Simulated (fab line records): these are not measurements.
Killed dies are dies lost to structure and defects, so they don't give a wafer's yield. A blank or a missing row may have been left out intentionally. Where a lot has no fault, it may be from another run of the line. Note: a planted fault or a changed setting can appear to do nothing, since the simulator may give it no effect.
fab line records | flow sky130
[record] lots = 7 wafers = 21 lastDay = 50
route steps=708 shown VT_ADJUST_PCH@151 SONOS_TUNNEL@154 PAD_OPEN@708
lots untouched by any fault: they come from a run of this same line in which no faults occurred
startH: the number of hours between the record's first day and the start of the first shown wafer of the lot | waitH: time in hours since the lot's previous step | " identical to the entry in the row above | L1.1+2: one row covering several wafers at once | - no value, or no start was given | * or withheld: withheld | < > ~ a bound
route shown NAME@n: a module of which the file shows steps, and the number in the route of the first | usual: the fault-free wafers' mean and standard deviation | same: alike in all rows | chamber/n: place in a boat | sites: each site's reading | _std_site: standard deviation across them | _edge_site: inner sites' mean taken away from outer sites' mean | radiusMm: how far each site lies from the wafer's centre | mask NAME#n: copy n | behind: the tool/chamber that last shaped the wafer | hold: cause of the lot's hold/its duration in hours/its outcome | device: names the non-switching transistor (n, p or np) | end of line: tests run on the same wafers once the route is complete | for a step that has no rows: nothing shown but its recipe | killed: the dies lost at the first sort to structure and to defects; this is not the yield of the wafer | map: per-die view of a wafer (x killed, . not killed, _ where there is no die)
set.NAME: the setting as run; set.NAME@STEP: as run at that earlier step | model.NAME: the simulator's own value behind a step, which no gauge read
lots seen at some steps along the route; tables by step, rows by wafer
services: from which hour (startH, from the record's first day; less than 0 if before it) a tool's chamber was out of use, for how many hours, and why
[[steps]]
[step SKY_VT_ADJUST_PCH_IMPLANT_08]
[recipe] species = B energyKev = 10.05 doseCm2 = 5e+11 tiltDeg = withheld
[step SKY_VT_ADJUST_PCH_STRIP_09]
[recipe] chemistry = O2/N2 powerW = 1400 pressureMtorr = 1500 platenTempC = withheld o2FlowSccm = 3000 n2FlowSccm = 300 overashFraction = 0.5
[usual] drypumpMotorCurrentA = 5.7/0.53 oesProductAu = 0.722/0.0044 stripTimeToEndpointS = 36.87/0.11
// columns lot.wafer tool chamber startH waitH drypumpMotorCurrentA oesProductAu rfHoursCounterH stripTimeToEndpointS
L491.1 plasmaAsher-04 0 243.11 0.1 6.6 0.725 11 36.72
L491.2 " 1 " " 5.8 0.729 11 36.82
L491.3 " 1 " " 5.8 0.729 - 36.85
L494.3 plasmaAsher-04 1 262.01 0.1 5.8 0.716 - 36.77
L494.4 " 0 " " 6.6 0.721 - 36.75
L494.6 " 1 " " 5.8 0.724 - 36.66
L495.2 plasmaAsher-02 1 269.98 0.1 6.1 0.727 60 37.03
L495.5 " 1 " " 6.1 0.721 - 37.02
L495.6 " 0 " " 5.0 0.720 - 37.04
L496.4 plasmaAsher-04 1 278.31 0.1 5.8 0.722 - 36.94
L496.5 " 0 " " 6.6 0.717 - 37.02
L496.6 " 1 " " 5.8 0.714 - 37.03
L504.3 plasmaAsher-03 1 338.16 0.1 5.3 0.725 - 36.93
L504.5 " 0 " " 5.5 0.722 - 36.92
L504.6 " 1 " " 5.3 0.721 - 36.78
L505.1 plasmaAsher-03 1 346.51 0.1 5.4 0.720 66 36.87
L505.2 " 0 " " 5.5 0.718 66 36.76
L505.4 " 1 " " 5.3 0.716 - 36.90
L511.1 plasmaAsher-03 0 393.51 0.1 5.5 0.723 70 36.76
L511.3 " 1 " " 5.4 0.724 - 36.70
L511.6 " 0 " " 5.5 0.722 - 36.75
[step SKY_VT_ADJUST_PCH_TW_MEAS_10]
[usual] VT_ADJUST_PCH_TW = 142.2/1.3
// columns lot.wafer tool chamber startH waitH VT_ADJUST_PCH_TW
L491.1 filmMetro-01 - 243.21 0.1 143.1
L491.2 " - " " 143.6
L491.3 " - " " 144.1
L494.3 filmMetro-02 - 262.10 0.1 140.6
L494.4 " - " " 141.2
L494.6 " - " " 141.4
L495.2 filmMetro-02 - 270.09 0.1 140.7
L495.5 " - " " 140.9
L495.6 " - " " 140.7
L496.4 filmMetro-04 - 278.41 0.1 142.4
L496.5 " - " " 142.3
L496.6 " - " " 142.6
L504.3 filmMetro-02 - 338.25 0.1 141.0
L504.5 " - " " 140.6
L504.6 " - " " 140.4
L505.1 filmMetro-02 - 346.61 0.1 141.3
L505.2 " - " " 140.8
L505.4 " - " " 141.1
L511.1 filmMetro-02 - 393.61 0.1 139.5
L511.3 " - " " 139.8
L511.6 " - " " 139.3
[step SKY_SONOS_TUNNEL_DEHYDRATE_00]
[recipe] tempC = 200 timeS = 60
[step SKY_SONOS_TUNNEL_HMDS_01]
[recipe] primeTimeS = 60 primeTempC = 120
[step SKY_SONOS_TUNNEL_COAT_02]
[recipe] resist = NOVOLAK spinRpm = 3000 resistThkNm = 1140
[step SKY_SONOS_TUNNEL_SOFTBAKE_03]
[recipe] tempC = 90 timeS = 60 resist = NOVOLAK
[step SKY_SONOS_TUNNEL_EXPOSE_04]
[recipe] maskId = TUNM na = 0.6 sourceShape = conventional sigmaOuter = 0.6 polarization = unpolarized targetCdNm = 410 doseMj = 136
[step SKY_SONOS_TUNNEL_PEB_05]
[recipe] tempC = withheld timeS = * resist = NOVOLAK
[step SKY_SONOS_TUNNEL_DEVELOP_06]
[recipe] resist = NOVOLAK developer = TMAH developTimeS = 60 devTempC = 23
[step SKY_SONOS_TUNNEL_CD_MEAS_07]
[recipe] targetCdNm = 410
[usual] cdNm = 411.1/2.5
// columns lot.wafer tool chamber startH waitH cdNm
L491.1 cdSem-01 - 267.34 0.1 407.9
L491.2 " - " " 408.5
L491.3 " - " " 409.2
L494.3 cdSem-01 - 286.15 0.1 408.5
L494.4 " - " " 412.6
L494.6 " - " " 409.8
L495.2 cdSem-02 - 294.83 0.1 413.4
L495.5 " - " " 412.5
L495.6 " - " " 413.0
L496.4 cdSem-02 - 302.45 0.1 415.3
L496.5 " - " " 414.0
L496.6 " - " " 413.6
L504.3 cdSem-02 - 364.43 0.1 408.9
L504.5 " - " " 407.5
L504.6 " - " " 406.6
L505.1 cdSem-01 - 372.19 0.1 412.9
L505.2 " - " " 410.6
L505.4 " - " " 408.0
L511.1 cdSem-01 - 422.54 0.1 412.4
L511.3 " - " " 410.7
L511.6 " - " " 412.0
[step SKY_SONOS_TUNNEL_OVL_MEAS_08]
[usual] SONOS_TUNNEL_OVL = 0.2/1.3
// columns lot.wafer tool chamber startH waitH SONOS_TUNNEL_OVL[nm]
L491.1 overlay-01 - 267.46 0.1 -0.9
L491.2 " - " " 0.6
L491.3 " - " " -0.7
L494.3 overlay-01 - 286.24 0.1 -2.9
L494.4 " - " " -0.5
L494.6 " - " " -1.9
L495.2 overlay-01 - 294.93 0.1 1.2
L495.5 " - " " -0.4
L495.6 " - " " 1.6
L496.4 overlay-02 - 302.53 0.1 -0.2
L496.5 " - " " 0.7
L496.6 " - " " 2.1
L504.3 overlay-01 - 364.52 0.1 0.1
L504.5 " - " " -0.9
L504.6 " - " " -1.3
L505.1 overlay-02 - 372.31 0.1 -0.6
L505.2 " - " " 0.5
L505.4 " - " " 1.8
L511.1 overlay-01 - 422.66 0.1 1.0
L511.3 " - " " -0.3
L511.6 " - " " 1.6
[step SKY_SONOS_TUNNEL_IMPLANT_09]
[recipe] species = B energyKev = 20 doseCm2 = 1e+12 tiltDeg = withheld
[usual] doseIonsCm2 = 1.0001e+12/1.1e+09 faradayCurrentUA = 5.64/0.11
// columns lot.wafer tool chamber startH waitH doseIonsCm2 faradayCurrentUA
L491.1 implanter-03 0 267.49 0.0 9.996e+11 5.41
L491.2 " 0 " " 9.99e+11 5.61
L491.3 " 0 " " 9.992e+11 5.52
L494.3 implanter-01 0 286.32 0.1 6.159e+11 3.49
L494.4 " 0 " " 6.156e+11 3.55
L494.6 " 0 " " 6.155e+11 3.32
L495.2 implanter-01 0 294.99 0.0 6.142e+11 3.48
L495.5 " 0 " " 6.143e+11 3.50
L495.6 " 0 " " 6.118e+11 3.37
L496.4 implanter-01 0 302.62 0.1 6.151e+11 3.48
L496.5 " 0 " " 6.165e+11 3.53
L496.6 " 0 " " 6.148e+11 3.47
L504.3 implanter-01 0 364.59 0.1 9.996e+11 5.66
L504.5 " 0 " " 9.986e+11 5.64
L504.6 " 0 " " 1.0001e+12 5.61
L505.1 implanter-03 0 372.34 0.0 1.0006e+12 5.57
L505.2 " 0 " " 1.001e+12 5.54
L505.4 " 0 " " 1.0011e+12 5.64
L511.1 implanter-03 0 422.70 0.0 1.001e+12 5.76
L511.3 " 0 " " 1.0023e+12 5.56
L511.6 " 0 " " 1e+12 5.47
[step SKY_SONOS_TUNNEL_WET_ETCH_10]
[recipe] chemistry = dHF targetDepthNm = 14 target = SiO2 dilution = 100:1 tempC = 25 timeS = 280
[step SKY_SONOS_TUNNEL_STRIP_11]
[recipe] chemistry = SPM timeS = 600 tempC = 130
[step SKY_SONOS_TUNNEL_TW_MEAS_12]
[usual] SONOS_TUNNEL_TW = 197.1/1.2
// columns lot.wafer tool chamber startH waitH SONOS_TUNNEL_TW
L491.1 filmMetro-03 - 267.93 0.0 194.6
L491.2 " - " " 195.2
L491.3 " - " " 195.5
L494.3 filmMetro-04 - 286.72 0.0 171.6
L494.4 " - " " 173.1
L494.6 " - " " 172.3
L495.2 filmMetro-04 - 295.44 0.0 173.1
L495.5 " - " " 173.8
L495.6 " - " " 173.8
L496.4 filmMetro-01 - 302.99 0.0 174.1
L496.5 " - " " 173.3
L496.6 " - " " 174.0
L504.3 filmMetro-03 - 364.98 0.0 196.4
L504.5 " - " " 195.8
L504.6 " - " " 197.3
L505.1 filmMetro-01 - 372.75 0.0 197.5
L505.2 " - " " 196.9
L505.4 " - " " 196.7
L511.1 filmMetro-04 - 423.11 0.0 196.5
L511.3 " - " " 196.7
L511.6 " - " " 196.4
[step SKY_SONOS_TUNNEL_CLEAN_13]
[recipe] chemistry = dHF timeS = 20 dilution = 100:1 dry = ipaMarangoni
[step SKY_PAD_OPEN_PROBE_99]
[usual] killed_at_M0_to_M3 = 42/5.8 killed_at_M4_up = 3.0/2 killedAtContacts = 24/5.5 killedAtFrontEnd = 15/3.9 killedAtOther = 0.3/0.54 killedDies = 85/8.8 killedOpen = 47/6.8 killedShort = 38/5.9
[same] grossDies = 492 killedAtBackSide = 0
// columns lot.wafer tool chamber startH waitH killed_at_M0_to_M3 killed_at_M4_up killedAtContacts killedAtFrontEnd killedAtOther killedDies killedOpen killedShort model.etest.sonosUncharged.rOnOhmUm model.etest.sonosProgrammed.offLog10AUm model.etest.sonosBaked.vtV model.etest.sonosUncharged.vtV model.etest.sonosErased.vtV
L491.1 prober-01 - 1095.64 0.1 30 3 41 20 1 95 48 46 821.4 -14.06 0.9715 -0.4131 -2.35
L491.2 prober-01 - 1095.69 0.1 42 1 24 25 0 92 56 35 827.5 -13.88 0.945 -0.414 -2.362
L491.3 prober-01 - 1095.74 0.2 45 3 26 20 1 95 58 34 808.3 -13.94 0.9777 -0.4371 -2.37
L494.3 prober-02 - 1120.43 0.2 40 1 18 15 0 74 27 47 780.6 -12.51 0.7591 -0.5634 -2.384
L494.4 prober-02 - 1120.48 0.2 48 2 24 25 0 99 48 51 796.9 -13.25 0.8414 -0.5234 -2.447
L494.6 prober-02 - 1120.58 0.2 38 1 23 17 0 79 45 34 772.5 -12.37 0.8144 -0.5314 -2.428
L495.2 prober-01 - 1122.99 0.1 34 8 25 9 0 76 33 43 771.3 -13.61 0.8936 -0.5444 -2.502
L495.5 prober-01 - 1123.14 0.2 29 2 31 19 0 81 47 34 794.5 -13.44 0.8562 -0.5349 -2.47
L495.6 prober-01 - 1123.19 0.2 43 7 23 14 0 87 42 45 767.4 -13.03 0.8808 -0.5684 -2.48
L496.4 prober-02 - 1125.57 0.2 35 7 17 15 0 74 38 36 781.1 -13.11 0.7958 -0.5594 -2.43
L496.5 prober-02 - 1125.62 0.2 40 3 32 15 0 90 52 38 782.5 -13.1 0.8328 -0.5164 -2.475
L496.6 prober-02 - 1125.67 0.2 32 1 23 9 0 65 39 26 752.1 -12.67 0.8631 -0.5858 -2.535
L504.3 prober-02 - 1165.07 0.2 44 6 15 11 0 76 42 34 823.4 -13.95 0.8333 -0.4139 -2.206
L504.5 prober-02 - 1165.17 0.2 37 3 33 14 1 88 46 42 829.4 -13.93 0.79 -0.3962 -2.146
L504.6 prober-02 - 1165.22 0.2 44 3 20 16 0 83 42 41 806.1 -13.96 0.9129 -0.4408 -2.282
L505.1 prober-01 - 1175.11 0.1 39 3 21 13 0 76 42 34 802.7 -13.96 0.9103 -0.4674 -2.219
L505.2 prober-01 - 1175.16 0.1 43 1 26 16 0 86 44 42 807.8 -13.97 0.9727 -0.4429 -2.314
L505.4 prober-01 - 1175.26 0.2 42 3 23 13 0 81 42 39 826.6 -13.76 0.9752 -0.3801 -2.34
L511.1 prober-02 - 1204.65 0.1 42 1 37 10 1 91 55 36 832.5 -13.84 0.9315 -0.4249 -2.388
L511.3 prober-02 - 1204.75 0.2 39 0 20 18 0 77 35 42 804.8 -13.88 0.9705 -0.4607 -2.434
L511.6 prober-02 - 1204.90 0.2 44 1 25 15 0 85 44 39 811.2 -14.08 0.9022 -0.4227 -2.407
// killed by level:class
L491.1 CONTACT:geometricParticle:open=12 LI_CONTACT:geometricParticle:open=11 FIELD_ISO:geometricParticle:short=8 VIA3:geometricParticle:open=6 CONTACT:geometricParticle:short=6 LOCAL_INTERCONNECT:geometricParticle:short=5 LI_CONTACT:geometricParticle:short=4 VIA1:geometricParticle:open=4
L491.2 LI_CONTACT:geometricParticle:open=12 METAL1:geometricParticle:short=9 CONTACT:geometricParticle:open=9 VIA2:geometricParticle:open=9 VIA3:geometricParticle:open=6 VIA1:geometricParticle:open=6 FIELD_ISO:geometricParticle:open=5 VIA3:geometricParticle:short=5
L491.3 CONTACT:geometricParticle:open=13 METAL2:geometricParticle:short=11 LI_CONTACT:geometricParticle:open=10 VIA2:geometricParticle:open=8 VIA1:geometricParticle:open=7 METAL1:geometricParticle:short=5 VIA3:geometricParticle:open=5 FIELD_ISO:geometricParticle:open=4
L494.3 FIELD_ISO:geometricParticle:short=9 METAL2:geometricParticle:short=7 METAL1:geometricParticle:short=7 CONTACT:geometricParticle:short=5 VIA1:geometricParticle:open=5 VIA2:geometricParticle:short=5 LI_CONTACT:geometricParticle:open=4 CONTACT:geometricParticle:open=4
L494.4 VIA2:geometricParticle:open=9 VIA1:geometricParticle:open=8 VIA1:geometricParticle:short=7 POLY_GATE:geometricParticle:open=6 CONTACT:geometricParticle:open=6 CONTACT:geometricParticle:short=6 VIA3:geometricParticle:open=6 LOCAL_INTERCONNECT:geometricParticle:short=5
L494.6 VIA1:geometricParticle:open=9 VIA3:geometricParticle:open=8 FIELD_ISO:geometricParticle:open=6 LOCAL_INTERCONNECT:geometricParticle:short=6 CONTACT:geometricParticle:open=6 VIA1:geometricParticle:short=6 POLY_GATE:geometricParticle:open=5 CONTACT:geometricParticle:short=5
L495.2 CONTACT:geometricParticle:open=7 CONTACT:geometricParticle:short=7 METAL1:geometricParticle:short=6 METAL4:geometricParticle:short=6 FIELD_ISO:geometricParticle:open=5 LI_CONTACT:geometricParticle:open=4 LOCAL_INTERCONNECT:geometricParticle:short=4 METAL2:geometricParticle:short=4
L495.5 LI_CONTACT:geometricParticle:open=12 CONTACT:geometricParticle:open=10 VIA3:geometricParticle:open=9 FIELD_ISO:geometricParticle:open=7 METAL2:geometricParticle:short=7 POLY_GATE:geometricParticle:open=4 CONTACT:geometricParticle:short=4 FIELD_ISO:geometricParticle:short=3
L495.6 VIA1:geometricParticle:open=9 VIA2:geometricParticle:open=8 CONTACT:geometricParticle:open=6 LI_CONTACT:geometricParticle:open=6 METAL1:geometricParticle:short=6 METAL2:geometricParticle:short=6 VIA2:geometricParticle:short=5 METAL4:geometricParticle:short=5
L496.4 VIA1:geometricParticle:open=9 VIA3:geometricParticle:open=8 CONTACT:geometricParticle:open=7 LI_CONTACT:geometricParticle:open=6 METAL4:geometricParticle:short=6 FIELD_ISO:geometricParticle:short=5 POLY_GATE:geometricParticle:short=5 POLY_GATE:geometricParticle:open=3
L496.5 LI_CONTACT:geometricParticle:open=12 VIA1:geometricParticle:open=11 CONTACT:geometricParticle:open=8 METAL2:geometricParticle:short=6 POLY_GATE:geometricParticle:open=5 CONTACT:geometricParticle:short=5 VIA2:geometricParticle:open=4 METAL1:geometricParticle:short=4
L496.6 CONTACT:geometricParticle:open=9 VIA2:geometricParticle:open=8 LI_CONTACT:geometricParticle:open=7 VIA1:geometricParticle:open=7 METAL1:geometricParticle:short=6 LOCAL_INTERCONNECT:geometricParticle:short=5 POLY_GATE:geometricParticle:open=4 VIA3:geometricParticle:short=4
L504.3 VIA1:geometricParticle:open=13 METAL2:geometricParticle:short=8 VIA3:geometricParticle:open=7 LI_CONTACT:geometricParticle:open=6 CONTACT:geometricParticle:open=5 METAL3:geometricParticle:short=5 METAL1:geometricParticle:short=3 SPACER:geometricParticle:short=3
L504.5 CONTACT:geometricParticle:open=11 VIA1:geometricParticle:open=11 LI_CONTACT:geometricParticle:open=8 LI_CONTACT:geometricParticle:short=6 VIA1:geometricParticle:short=6 LOCAL_INTERCONNECT:geometricParticle:short=5 METAL2:geometricParticle:short=4 FIELD_ISO:geometricParticle:short=3
L504.6 CONTACT:geometricParticle:open=12 METAL2:geometricParticle:short=8 VIA3:geometricParticle:open=7 VIA2:geometricParticle:open=6 FIELD_ISO:geometricParticle:open=5 VIA1:geometricParticle:open=5 VIA3:geometricParticle:short=5 METAL1:geometricParticle:short=5
L505.1 VIA1:geometricParticle:open=8 LI_CONTACT:geometricParticle:open=7 CONTACT:geometricParticle:open=7 METAL2:geometricParticle:short=6 METAL1:geometricParticle:short=6 VIA2:geometricParticle:open=5 VIA3:geometricParticle:open=4 FIELD_ISO:geometricParticle:short=3
L505.2 VIA1:geometricParticle:open=12 CONTACT:geometricParticle:short=8 METAL2:geometricParticle:short=8 VIA1:geometricParticle:short=6 POLY_GATE:geometricParticle:open=5 CONTACT:geometricParticle:open=5 VIA2:geometricParticle:open=5 FIELD_ISO:geometricParticle:short=4
L505.4 CONTACT:geometricParticle:open=10 VIA1:geometricParticle:open=8 METAL1:geometricParticle:short=7 METAL2:geometricParticle:short=7 POLY_GATE:geometricParticle:short=5 VIA2:geometricParticle:open=5 LI_CONTACT:geometricParticle:open=4 METAL3:geometricParticle:short=4
L511.1 CONTACT:geometricParticle:open=13 VIA3:geometricParticle:open=10 LI_CONTACT:geometricParticle:open=8 LOCAL_INTERCONNECT:geometricParticle:short=7 VIA1:geometricParticle:open=7 FIELD_ISO:geometricParticle:short=5 LOCAL_INTERCONNECT:geometricParticle:open=4 CONTACT:geometricParticle:short=4
L511.3 CONTACT:geometricParticle:open=10 METAL1:geometricParticle:short=8 VIA1:geometricParticle:open=7 FIELD_ISO:geometricParticle:short=6 VIA1:geometricParticle:short=6 LI_CONTACT:geometricParticle:open=5 METAL2:geometricParticle:short=5 FIELD_ISO:geometricParticle:open=4
L511.6 VIA1:geometricParticle:open=12 CONTACT:geometricParticle:open=11 LOCAL_INTERCONNECT:geometricParticle:short=6 METAL2:geometricParticle:short=6 METAL3:geometricParticle:short=5 CONTACT:geometricParticle:short=4 VIA2:geometricParticle:open=4 FIELD_ISO:geometricParticle:short=3
[[services]]
// columns tool chamber startH hours kind
plasmaAsher-04 - 264.38 10.5 repair
implanter-03 - 306.78 1.1 repair
plasmaAsher-04 - 330.09 4.3 pm
implanter-03 - 350.02 4.7 pm
implanter-01 - 393.61 4.6 pm
plasmaAsher-02 - 421.25 9.0 pm
plasmaAsher-02 0 421.25 9.0 ventCycle
plasmaAsher-02 1 421.25 9.0 ventCycle
[[key]]
[firstSign] step = SKY_SONOS_TUNNEL_IMPLANT_09 reading = doseIonsCm2 direction = down sigmas = 99+ usual = * struck = *
[effect] step = SKY_SONOS_TUNNEL_IMPLANT_09 reading = faradayCurrentUA direction = down sigmas = 19 usual = 5.64 struck = 3.47
[effect] step = SKY_SONOS_TUNNEL_TW_MEAS_12 reading = SONOS_TUNNEL_TW direction = down sigmas = 20 usual = 197.1 struck = 173.2
[modelEffect] step = SKY_PAD_OPEN_PROBE_99 value = etest.sonosUncharged.rOnOhmUm without = 806.1 struck = 777.7
metAt SKY_SONOS_TUNNEL_IMPLANT_09
struckWafers L494.3,L494.4,L494.6,L495.2,L495.5,L495.6,L496.4,L496.5,L496.6
testerLeftOut L494,L495,L496
[fault] kind = processParameterDrift tool = implanter-01 chamber = - onsetH = 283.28 steps = SKY_SONOS_TUNNEL_IMPLANT_09 channel = doseCm2 offset = * shape = step endH = 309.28 actsIn = * stated = *
// testerLeftOut: of these lots the tester's yield and bins aren't shown, on N5 and GAA mostly nor the transistor test; their killed dies are dies lost to structure and defects alone, not to doping, threshold or leakage, so they don't give the yield
